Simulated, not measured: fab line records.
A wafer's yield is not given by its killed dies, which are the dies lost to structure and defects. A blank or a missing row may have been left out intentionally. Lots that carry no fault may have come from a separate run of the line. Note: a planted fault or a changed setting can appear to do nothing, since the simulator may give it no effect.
What tool caused it? / flow sky130 / 6 lots with 18 wafers sampled at 3 steps, on a route of 708 steps

== WHAT EACH GAUGE READ, for each wafer ==
SKY_CONTACT_THK_MEAS_03.
lot=L746; measured=day 31 08:53; on=film metro-04; CONTACT_HDPCVD_THK (nm)=559 563 543
lot=L748; measured=day 31 20:46; on=film metro-03; CONTACT_HDPCVD_THK (nm)=571 555 568
lot=L753; measured=day 33 16:23; on=film metro-03; CONTACT_HDPCVD_THK (nm)=567 561 550
lot=L761; measured=day 36 01:47; on=film metro-03; CONTACT_HDPCVD_THK (nm)=545 544 555
lot=L763; measured=day 36 13:16; on=film metro-03; CONTACT_HDPCVD_THK (nm)=558 555 550
lot=L767; measured=day 37 21:29; on=film metro-01; CONTACT_HDPCVD_THK (nm)=567 559 571

== EACH LOT AND THE TOOL THAT RAN IT (in order: tool; ch and the chambers of the sampled wafers; start) ==
lot=L746; SKY_GATE_OXIDE_OXIDATION_16=furnace-01 ch 0, day 14 19:01; SKY_LOCAL_INTERCONNECT_ETCH_13=rie metal-01 ch 0,1, day 31 07:41
lot=L748; SKY_GATE_OXIDE_OXIDATION_16=furnace-02 ch 0, day 15 08:21; SKY_LOCAL_INTERCONNECT_ETCH_13=rie metal-03 ch 0,1, day 31 19:32
lot=L753; SKY_GATE_OXIDE_OXIDATION_16=furnace-01 ch 0, day 17 08:17; SKY_LOCAL_INTERCONNECT_ETCH_13=rie metal-03 ch 0,1, day 33 15:31
lot=L761; SKY_GATE_OXIDE_OXIDATION_16=furnace-02 ch 0, day 20 00:13; SKY_LOCAL_INTERCONNECT_ETCH_13=rie metal-03 ch 0,1, day 36 00:55
lot=L763; SKY_GATE_OXIDE_OXIDATION_16=furnace-02 ch 0, day 20 15:39; SKY_LOCAL_INTERCONNECT_ETCH_13=rie metal-01 ch 0,1, day 36 12:23
lot=L767; SKY_GATE_OXIDE_OXIDATION_16=furnace-01 ch 0, day 22 00:33; SKY_LOCAL_INTERCONNECT_ETCH_13=rie metal-03 ch 1, day 37 20:31
- SKY_GATE_OXIDE_OXIDATION_16: stabilise 600 s, purge 300 s, target thk 3.57 nm.
- SKY_LOCAL_INTERCONNECT_ETCH_13: etches BARC in N2/H2, stops on SiO2, time 45.9 s, target depth 60 nm.

== THE ANSWER, worked out from the rows above alone ==
Rule: the lots themselves supply what counts as usual. The widest of any qualifying gaps counts: lots, ordered by their means at a reading, are off when they make up no more than a third of the lots, leave a main group of 4 or more, and stand apart from it by 3 or more times the standard deviation of that group's means. The tables above print the reading to a certain number of digits; a main group whose means all agree to those digits is not used. A lot without any number at a reading at which 4 lots or more have one is off too. All remaining lots with rows at the step are treated as sound.
Across all readings shown, no lot is off: no conclusion can be drawn from this.

== WHAT WAS PUT IN BY THE SIMULATOR ==
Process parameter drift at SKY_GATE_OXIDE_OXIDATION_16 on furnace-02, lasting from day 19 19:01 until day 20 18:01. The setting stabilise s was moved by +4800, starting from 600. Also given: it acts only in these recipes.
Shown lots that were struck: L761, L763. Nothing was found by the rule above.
